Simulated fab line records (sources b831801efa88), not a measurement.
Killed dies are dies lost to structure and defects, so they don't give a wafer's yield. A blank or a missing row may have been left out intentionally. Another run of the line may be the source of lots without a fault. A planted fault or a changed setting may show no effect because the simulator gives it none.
8D (eight disciplines) problem report, filled in by code / flow sky130 / the parts of the form that need people (team, actions taken, sign-off) are left out

== 1. WHAT IS WRONG ==
Mean VIA4_W_RS at SKY_VIA4_RS_MEAS_19: 0.2605 ohm/sq over 6 wafers in 2 lots; fault-free wafers: 0.2259 ohm/sq, standard deviation 0.002. Relative to the usual mean, that is a shift of +17 standard deviations.
The step: measures by four-point-probe.
First seen on wafer L155.1, day 48 07:01, on film_metro-03. The record holds 30 wafers of 10 lots with a number at this step. Rule for "out" (also "out of limits"): further than 4 standard deviations from the usual mean. All remaining wafers that have a number are taken as sound.

== 2. WHAT IT IS, WHAT IT ISN'T ==
question=which readings at this step; is=VIA4_W_RS; is not=-
question=which lots; is=L155, L156; is not=L135, L136, L138, L142, L143, L147, L150, L152
question=which wafers of those lots; is=all that have a number; is not=-
question=read on which gauges; is=film_metro-01, film_metro-03; is not=film_metro-04
question=when; is=from day 48 07:01; is not=up to then (24 sound wafers)

== 3. SUSPECTS, AND WHAT RULES EACH OUT ==
Counting: a tool at any process step up to the reading remains a suspect when it ran all the lots that are out and ran no sound lot after the first of those.
- the gauge at SKY_VIA4_RS_MEAS_19 has been ruled out. 2 gauges (film_metro-01, film_metro-03) read the wafers that are out.
- cvd_w-02 at SKY_VIA4_CVD_18 (deposits W, target thk 505 nm, time 152.14 s): kept. It processed each lot that is out, first L155 at day 48 06:52, and no sound lot thereafter; up to then, the last sound lot it processed was L152 at day 47 22:49. Out on those wafers are its own readings of susceptor_temp_C.
After counting, what remains is cvd_w-02 at SKY_VIA4_CVD_18.

== 4. THE CAUSE (what the simulator had put in) ==
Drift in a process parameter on cvd_w-02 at SKY_VIA4_CVD_18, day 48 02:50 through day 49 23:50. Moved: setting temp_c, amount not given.
After counting, this tool was the only one left.

== 5. THE EFFECT CHAIN, in route order ==
One row per reading whose mean, taken over the struck wafers that have a number, lies over 3 standard deviations from the usual. Only readings whose record carries a usual standard deviation are examined. hours: median over the lots of the time between each lot's start at the first step of this table that gives one and its start at this step. sigmas: the change, counted in usual standard deviations.
hours=0; step=SKY_VIA4_CVD_18; reading=susceptor_temp_C; usual=400.01 C; on struck wafers=392.70; change=-7.31; sigmas=-35
hours=0; step=SKY_VIA4_RS_MEAS_19; reading=VIA4_W_RS; usual=0.2259 ohm/sq; on struck wafers=0.2605; change=+0.0346; sigmas=+17
hours=4; step=SKY_VIA4_THK_MEAS_20; reading=VIA4_W_THK; usual=522 nm; on struck wafers=452; change=-70; sigmas=-10
hours=7; step=SKY_VIA4_CMP_21; reading=time_to_endpoint_s; usual=123 s; on struck wafers=107; change=-16; sigmas=-3.9
Process steps it contains:
- SKY_VIA4_CVD_18: deposits W, target thk 505 nm, time 152.14 s.
- SKY_VIA4_CMP_21: polishes, stops on SiO2, t overpolish 25 s, target thk 0 nm.

== 6. WHAT WOULD HAVE CAUGHT IT SOONER ==
The first out-of-limits reading at a measuring or inspecting step in this record came at day 48 07:01, 4 hours after the fault's start at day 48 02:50.
At SKY_VIA4_CVD_18, the tool's own readings (susceptor_temp_C) were out on each struck wafer the step has a row for, so an alarm limit on them would have fired on the first such wafer.
Among the 2 lots that are out, L156 began SKY_VIA4_CVD_18 on cvd_w-02 after day 48 07:01. Putting the tool on hold at that point would have spared it.
